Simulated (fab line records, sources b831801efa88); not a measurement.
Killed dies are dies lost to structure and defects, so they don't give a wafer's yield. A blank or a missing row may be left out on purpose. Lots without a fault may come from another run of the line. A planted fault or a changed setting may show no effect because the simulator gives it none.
Chamber matching | flow gf180mcu | GF_V5_CMP_26 on cmp-01: 4 sister chambers
The step polishes, stops on SiO2, t overpolish 15 s, target thk 0 nm. 33 wafers are shown with their chamber, then 12 later ones without.

WAFERS WITH THEIR CHAMBER
wafer  | chamber | motor_current_A (A) | time_to_endpoint_s (s) | overpolish_run_s (s)
L074.2 | 3       | 11.7                | 75                     | 15.004
L074.4 | 2       | 11.9                | 85                     | 15.005
L074.6 | 0       | 11.9                | 77                     | 14.998
L077.4 | 3       | 11.3                | 81                     | 14.993
L077.5 | 1       | 12.5                | 83                     | 15.013
L077.6 | 2       | 12.7                | 90                     | 14.993
L078.1 | 1       | 12.6                | 85                     | 15.000
L078.2 | 2       | 12.4                | 87                     | 14.985
L078.3 | 3       | 10.7                | 80                     | 15.012
L079.2 | 3       | 11.2                | 77                     | 14.985
L079.3 | 1       | 12.0                | 83                     | 15.010
L079.5 | 2       | 12.4                | 87                     | 15.023
L081.1 | 1       | 11.7                | 87                     | 14.988
L081.3 | 0       | 11.5                | 81                     | 15.000
L081.5 | 2       | 12.5                | 87                     | 15.004
L082.1 | 1       | 12.5                | 84                     | 15.015
L082.2 | 2       | 12.3                | 88                     | 15.009
L082.4 | 3       | 11.9                | 79                     | 14.996
L084.1 | 3       | 10.8                | 80                     | 15.002
L084.4 | 0       | 11.4                | 78                     | 15.001
L084.6 | 1       | 12.6                | 82                     | 14.985
L086.1 | 2       | 12.5                | 85                     | 15.015
L086.2 | 1       | 12.7                | 84                     | 14.996
L086.5 | 0       | 11.7                | 81                     | 14.989
L088.2 | 1       | 12.4                | 83                     | 15.001
L088.4 | 0       | 11.5                | 85                     | 14.997
L088.5 | 3       | 10.6                | 80                     | 14.984
L089.1 | 1       | 12.0                | 80                     | 15.006
L089.2 | 3       | 11.6                | 80                     | 14.993
L089.3 | 0       | 11.5                | 82                     | 15.002
L091.2 | 1       | 12.3                | 82                     | 15.005
L091.3 | 0       | 11.9                | 84                     | 15.003
L091.6 | 0       | 11.9                | 83                     | 15.004

SIGNATURES (means of the wafers above)
reading            | chamber 0 | chamber 1 | chamber 2 | chamber 3 | scatter within a chamber
motor_current_A    | 11.662    | 12.330    | 12.386    | 11.225    | 0.339
time_to_endpoint_s | 81.38     | 83.30     | 87.00     | 79.00     | 2.13
overpolish_run_s   | 14.99925  | 15.00190  | 15.00486  | 14.99612  | 0.00963
Rule: a wafer's distance from a chamber is the root of the sum, over the readings, of the square of ((its reading less the chamber's mean) divided by the reading's scatter). The wafer belongs to the nearest chamber; if the next one is less than 2 further off, it can't be placed. The scatter: the root of (the sum of the squares of (reading less its chamber's mean) over the shown wafers, divided by (wafers less chambers)).

WAFERS WITHOUT THEIR CHAMBER
wafer  | motor_current_A (A) | time_to_endpoint_s (s) | overpolish_run_s (s)
L092.2 | 12.4                | 82                     | 14.979
L092.5 | 11.0                | 74                     | 15.001
L092.6 | 11.8                | 82                     | 14.984
L093.1 | 11.4                | 85                     | 14.986
L093.4 | 12.1                | 84                     | 15.008
L093.5 | 12.0                | 84                     | 14.997
L094.1 | 11.6                | 78                     | 14.994
L094.2 | 12.5                | 83                     | 15.004
L094.6 | 12.6                | 87                     | 15.006
L097.1 | 10.9                | 80                     | 14.997
L097.3 | 11.6                | 86                     | 15.005
L097.6 | 12.8                | 84                     | 15.012

WHICH CHAMBER EACH WENT THROUGH
wafer  | from the rows above               | in truth
L092.2 | can't be placed: 1 or 0 or 2 or 3 | 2
L092.5 | can't be placed: 3 or 0           | 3
L092.6 | can't be placed: 0 or 1 or 3 or 2 | 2
L093.1 | can't be placed: 0 or 3 or 1 or 2 | 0
L093.4 | can't be placed: 1 or 2 or 0      | 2
L093.5 | can't be placed: 1 or 0 or 2      | 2
L094.1 | can't be placed: 3 or 0           | 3
L094.2 | can't be placed: 1 or 2           | 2
L094.6 | can't be placed: 2 or 1           | 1
L097.1 | can't be placed: 3 or 0           | 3
L097.3 | can't be placed: 0 or 2 or 1 or 3 | 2
L097.6 | can't be placed: 1 or 2           | 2
Placed correctly: 0 of 12. Can't be placed from these rows: 12 (the true chamber is among the candidates in 12). Placed wrongly: 0.
